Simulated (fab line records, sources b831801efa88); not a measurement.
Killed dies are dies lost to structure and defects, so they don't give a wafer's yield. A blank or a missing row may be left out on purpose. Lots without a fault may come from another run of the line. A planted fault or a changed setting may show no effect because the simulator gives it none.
Chamber matching | flow sky130 | SKY_POLY_GATE_ETCH_17 on rie_si-01: 4 sister chambers
The step etches poly-Si in HBr/Cl2, stops on SiO2, target depth 180 nm, time 70.5 s. 14 wafers are shown with their chamber, then 7 later ones without.

WAFERS WITH THEIR CHAMBER
wafer  | chamber | oes_product_au (a.u.) | rf_fwd_power_W (W) | throttle_valve_pct (%)
L274.1 | 3       | 0.981                 | 397.1              | 33.681
L274.3 | 1       | 0.983                 | 396.0              | 33.690
L274.4 | 2       | 0.987                 | 396.9              | 33.693
L280.2 | 1       | 0.978                 | 397.1              | 33.678
L280.4 | 3       | 0.974                 | 396.1              | 33.695
L280.6 | 1       | 0.978                 | 394.0              | 33.684
L283.3 | 0       | 0.992                 | 396.5              | 33.690
L283.4 | 3       | 0.976                 | 396.4              | 33.686
L283.6 | 0       | 0.991                 | 399.0              | 33.682
L285.1 | 1       | 0.978                 | 397.9              | 33.688
L285.2 | 3       | 0.996                 | 395.5              | 33.664
L285.4 | 2       | 0.984                 | 398.0              | 33.678
L287.4 | 3       | 0.989                 | 395.5              | 33.676
L287.5 | 1       | 0.980                 | 394.5              | 33.672

SIGNATURES (means of the wafers above)
reading            | chamber 0 | chamber 1 | chamber 2 | chamber 3 | scatter within a chamber
oes_product_au     | 0.99150   | 0.97940   | 0.98550   | 0.98320   | 0.00602
rf_fwd_power_W     | 397.750   | 395.900   | 397.450   | 396.120   | 1.29
throttle_valve_pct | 33.68600  | 33.68240  | 33.68550  | 33.68040  | 0.00947
Rule: a wafer's distance from a chamber is the root of the sum, over the readings, of the square of ((its reading less the chamber's mean) divided by the reading's scatter). The wafer belongs to the nearest chamber; if the next one is less than 2 further off, it can't be placed. The scatter: the root of (the sum of the squares of (reading less its chamber's mean) over the shown wafers, divided by (wafers less chambers)).

WAFERS WITHOUT THEIR CHAMBER
wafer  | oes_product_au (a.u.) | rf_fwd_power_W (W) | throttle_valve_pct (%)
L287.6 | 0.981                 | 397.5              | 33.689
L293.1 | 0.978                 | 397.0              | 33.681
L293.2 | 0.988                 | 396.1              | 33.680
L293.5 | 0.987                 | 399.8              | 33.686
L295.3 | 0.982                 | 394.0              | 33.693
L295.4 | 0.993                 | 398.8              | 33.684
L295.5 | 0.994                 | 395.8              | 33.680

WHICH CHAMBER EACH WENT THROUGH
wafer  | from the rows above               | in truth
L287.6 | can't be placed: 2 or 1 or 3 or 0 | 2
L293.1 | can't be placed: 1 or 3 or 2 or 0 | 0
L293.2 | can't be placed: 3 or 2 or 1 or 0 | 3
L293.5 | can't be placed: 0 or 2 or 3 or 1 | 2
L295.3 | can't be placed: 1 or 3 or 2 or 0 | 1
L295.4 | can't be placed: 0 or 2 or 3      | 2
L295.5 | can't be placed: 0 or 3 or 2 or 1 | 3
Placed correctly: 0 of 7. Can't be placed from these rows: 7 (the true chamber is among the candidates in 7). Placed wrongly: 0.
